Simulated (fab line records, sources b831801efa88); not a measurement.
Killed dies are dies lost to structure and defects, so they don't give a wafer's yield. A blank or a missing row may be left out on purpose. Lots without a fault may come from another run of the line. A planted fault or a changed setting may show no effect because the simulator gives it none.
Which tool did it? | flow sky130 | 13 lots, 39 wafers sampled, at 2 steps of a route of 708

WHAT THE GAUGES READ, wafer by wafer
SKY_CAP2M_THK_MEAS_04: measures by xrf. Usual: CAP2M_TIN_THK 202.0 nm, standard deviation 2.
lot  | measured     | on            | CAP2M_TIN_THK (nm) | flag
L215 | day 39 16:02 | film_metro-04 | 201.9 200.5 200.4  |
L216 | day 39 16:22 | film_metro-04 | 204.0 204.4 203.5  |
L218 | day 40 11:45 | film_metro-01 | 199.9 200.5 201.0  |
L219 | day 40 13:59 | film_metro-01 | 201.6 202.8 200.5  |
L220 | day 41 12:10 | film_metro-02 | 201.3 203.0 202.5  |
L221 | day 41 17:59 | film_metro-01 | 195.5 196.9 198.7  |
L223 | day 42 08:45 | film_metro-04 | 203.4 201.7 200.4  |
L225 | day 43 01:54 | film_metro-04 | 198.2 198.6 196.8  |
L228 | day 43 13:29 | film_metro-02 | 203.1 203.0 203.9  |
L230 | day 44 06:03 | film_metro-02 | 203.2 204.8 204.3  |
L231 | day 44 12:29 | film_metro-02 | 202.1 202.2 203.2  |
L237 | day 45 16:53 | film_metro-04 | 200.7 200.5 201.1  |
L238 | day 46 05:35 | film_metro-02 | 203.0 202.6 204.7  |

WHICH TOOL RAN EACH LOT (tool, then ch and the chambers of the sampled wafers, then the start)
lot  | SKY_VT_ADJUST_HVTR_STRIP_10
L215 | plasma_asher-04 ch 1, day 9 09:38
L216 | plasma_asher-04 ch 0,1, day 9 13:15
L218 | plasma_asher-03 ch 0,1, day 10 04:59
L219 | plasma_asher-03 ch 0,1, day 10 10:50
L220 | plasma_asher-04 ch 0,1, day 11 04:23
L221 | plasma_asher-01 ch 0, day 11 13:05
L223 | plasma_asher-03 ch 0,1, day 12 00:41
L225 | plasma_asher-01 ch 1, day 12 22:05
L228 | plasma_asher-04 ch 0,1, day 13 12:10
L230 | plasma_asher-04 ch 0, day 14 04:59
L231 | plasma_asher-03 ch 0,1, day 14 09:44
L237 | plasma_asher-03 ch 0,1, day 16 03:14
L238 | plasma_asher-03 ch 0,1, day 16 13:20
- SKY_VT_ADJUST_HVTR_STRIP_10: strips in O2/N2.

WHAT THE TOOLS THEMSELVES READ (means of the sampled wafers that have a number; where no wafer has one, the mark that the record gives instead)
SKY_VT_ADJUST_HVTR_STRIP_10. Usual: drypump_motor_current_A 6.0 A, standard deviation 0.35; oes_product_au 0.716 a.u., standard deviation 0.0044; strip_time_to_endpoint_s 14.19 s, standard deviation 0.045.
lot  | tool            | drypump_motor_current_A (A) | oes_product_au (a.u.) | strip_time_to_endpoint_s (s) | flag
L215 | plasma_asher-04 | 6.0                         | 0.722                 | 14.18                        |
L216 | plasma_asher-04 | 5.7                         | 0.717                 | 14.19                        |
L218 | plasma_asher-03 | 6.2                         | 0.714                 | 14.12                        |
L219 | plasma_asher-03 | 6.1                         | 0.716                 | 14.23                        |
L220 | plasma_asher-04 | 5.9                         | 0.717                 | 14.20                        |
L221 | plasma_asher-01 | 5.4                         | 0.715                 | 14.21                        |
L223 | plasma_asher-03 | 6.3                         | 0.713                 | 14.20                        |
L225 | plasma_asher-01 | 6.6                         | 0.715                 | 14.25                        |
L228 | plasma_asher-04 | 5.9                         | 0.717                 | 14.17                        |
L230 | plasma_asher-04 | 5.6                         | 0.718                 | 14.10                        |
L231 | plasma_asher-03 | 6.2                         | 0.714                 | 14.17                        |
L237 | plasma_asher-03 | 6.1                         | 0.715                 | 14.14                        |
L238 | plasma_asher-03 | 6.2                         | 0.718                 | 14.17                        |

THE ANSWER, worked out from the rows above alone
Rule: a lot is off if the mean of its wafers that have a number lies more than 3 standard deviations from the usual mean. A lot without any number at a reading at which 4 lots or more have one is off too. The other lots that the step has rows for count as sound. The gauges are gone through in route order, then the tools' own readings, and for those a lot's mean is taken as printed above. The first step at which some lot is off is used, and at that step the reading that is off furthest; a lot without a number counts as furthest.
No lot is off at any reading shown: from this, nothing can be told.

WHAT THE SIMULATOR HAD PUT IN
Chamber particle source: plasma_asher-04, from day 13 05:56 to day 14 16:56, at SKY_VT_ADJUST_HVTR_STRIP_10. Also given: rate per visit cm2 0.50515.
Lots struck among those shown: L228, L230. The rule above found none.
